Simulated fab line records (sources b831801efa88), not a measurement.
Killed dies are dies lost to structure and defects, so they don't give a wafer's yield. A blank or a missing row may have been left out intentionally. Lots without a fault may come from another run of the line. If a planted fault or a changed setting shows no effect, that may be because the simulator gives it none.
Which tool was responsible? | flow sky130 | 13 lots with 39 wafers sampled at 4 steps, on a route of 708 steps

== WHAT THE GAUGES SHOWED, per wafer ==
SKY_POLY_GATE_THK_MEAS_21.
lot  | measured     | on            | POLY_GATE_OXIDATION_THK (nm)
L520 | day 16 18:47 | film-metro-03 | 4.08 4.00 3.95
L521 | day 17 03:53 | film-metro-03 | 3.99 4.09 3.96
L523 | day 18 04:22 | film-metro-03 | 3.98 4.03 4.04
L524 | day 18 07:19 | film-metro-04 | 3.89 3.92 3.92
L525 | day 18 17:08 | film-metro-04 | 3.97 3.90 3.99
L530 | day 20 17:06 | film-metro-03 | 4.12 4.11 4.02
L531 | day 20 23:01 | film-metro-03 | 3.86 3.88 3.78
L534 | day 22 00:25 | film-metro-04 | 3.95 3.99 4.04
L535 | day 22 05:12 | film-metro-04 | 4.00 4.01 3.98
L537 | day 22 19:05 | film-metro-04 | 3.98 3.97 3.88
L539 | day 23 18:04 | film-metro-03 | 4.05 4.01 4.03
L541 | day 24 14:31 | film-metro-03 | 4.02 4.02 4.03
L543 | day 25 00:52 | film-metro-03 | 4.05 4.02 3.99

SKY_LDD_LDN_TW_MEAS_13.
lot  | measured     | on            | LDD_LDN_TW
L520 | day 23 02:55 | film-metro-04 | 1479 1482 1479
L521 | day 23 13:10 | film-metro-01 | 1483 1487 1481
L523 | day 24 13:40 | film-metro-01 | 1481 1492 1488
L524 | day 24 18:49 | film-metro-01 | 1480 1484 1481
L525 | day 25 01:53 | film-metro-04 | 1482 1479 1486
L530 | day 26 23:35 | film-metro-02 | 1586 1585 1580
L531 | day 27 06:08 | film-metro-01 | 1582 1577 1574
L534 | day 28 05:47 | film-metro-02 | 1487 1490 1488
L535 | day 28 09:34 | film-metro-02 | 1489 1478 1477
L537 | day 29 00:01 | film-metro-01 | 1477 1480 1480
L539 | day 29 20:28 | film-metro-02 | 1499 1481 1487
L541 | day 30 17:27 | film-metro-01 | 1476 1478 1476
L543 | day 31 01:49 | film-metro-02 | 1477 1479 1479

SKY_POLY_CUT_CD_MEAS_08: the cd target is 270 nm.
lot  | measured     | on        | cd-nm (nm)
L520 | day 24 10:12 | cd-sem-01 | 270.0 268.2 271.1
L521 | day 24 21:23 | cd-sem-01 | 269.9 270.1 270.2
L523 | day 25 20:47 | cd-sem-02 | 268.3 269.1 267.0
L524 | day 26 01:59 | cd-sem-01 | 270.3 270.8 270.8
L525 | day 26 09:15 | cd-sem-02 | 270.3 269.0 270.5
L530 | day 28 05:22 | cd-sem-02 | 267.8 267.5 268.5
L531 | day 28 12:44 | cd-sem-01 | 272.0 272.0 272.2
L534 | day 29 12:32 | cd-sem-02 | 272.7 270.3 270.3
L535 | day 29 15:34 | cd-sem-02 | 270.6 270.4 269.9
L537 | day 30 06:39 | cd-sem-01 | 270.7 271.0 270.2
L539 | day 31 03:43 | cd-sem-02 | 273.1 272.0 271.0
L541 | day 31 22:29 | cd-sem-01 | 270.7 270.8 272.0
L543 | day 32 09:35 | cd-sem-02 | 267.9 268.9 270.3

== WHICH TOOL RAN EACH LOT (tool, then ch and the chambers of the sampled wafers, then the start) ==
lot  | SKY_LDD_LDN_IMPLANT_10
L520 | implanter-03 ch 0, day 23 02:32
L521 | implanter-01 ch 0, day 23 12:46
L523 | implanter-04 ch 0, day 24 13:16
L524 | implanter-04 ch 0, day 24 18:25
L525 | implanter-01 ch 0, day 25 01:31
L530 | implanter-03 ch 0, day 26 22:55
L531 | implanter-01 ch 0, day 27 05:26
L534 | implanter-03 ch 0, day 28 04:43
L535 | implanter-04 ch 0, day 28 09:10
L537 | implanter-04 ch 0, day 28 23:38
L539 | implanter-03 ch 0, day 29 20:05
L541 | implanter-03 ch 0, day 30 17:03
L543 | implanter-03 ch 0, day 31 01:25
- SKY_LDD_LDN_IMPLANT_10

== WHAT THE TOOLS THEMSELVES READ (means of the sampled wafers that have a number; where no wafer has one, the mark that the record gives instead) ==
The record holds no such reading with a usual standard deviation.

== THE ANSWER, worked out from the rows above alone ==
Rule: the lots themselves supply what counts as usual. The widest of any qualifying gaps counts: lots, ordered by their means at a reading, are off when they make up no more than a third of the lots, leave a main group of 4 or more, and stand apart from it by 3 or more times the standard deviation of that group's means. A main group whose means are all the same, to the digits that the tables above print for the reading, isn't used. A lot without any number at a reading at which 4 lots or more have one is off too. Where the step has rows for the other lots, those lots are counted as sound. The gauges are gone through in route order, then the tools' own readings, and for those a lot's mean is taken as printed above. The first step at which some lot is off is used, and at that step the reading that is off furthest; a lot without a number counts as furthest.
Off: L530, L531, seen at SKY_LDD_LDN_TW_MEAS_13 (LDD_LDN_TW). Mean 1482 and standard deviation 3.9 in the main group.
If a tool, at a process step before that reading, ran all the lots that are off and no sound lot after the first of them, it fits. Gauges at SKY_LDD_LDN_TW_MEAS_13: tried the same way as those tools. None of those tried fits.

== WHAT WAS PUT IN BY THE SIMULATOR ==
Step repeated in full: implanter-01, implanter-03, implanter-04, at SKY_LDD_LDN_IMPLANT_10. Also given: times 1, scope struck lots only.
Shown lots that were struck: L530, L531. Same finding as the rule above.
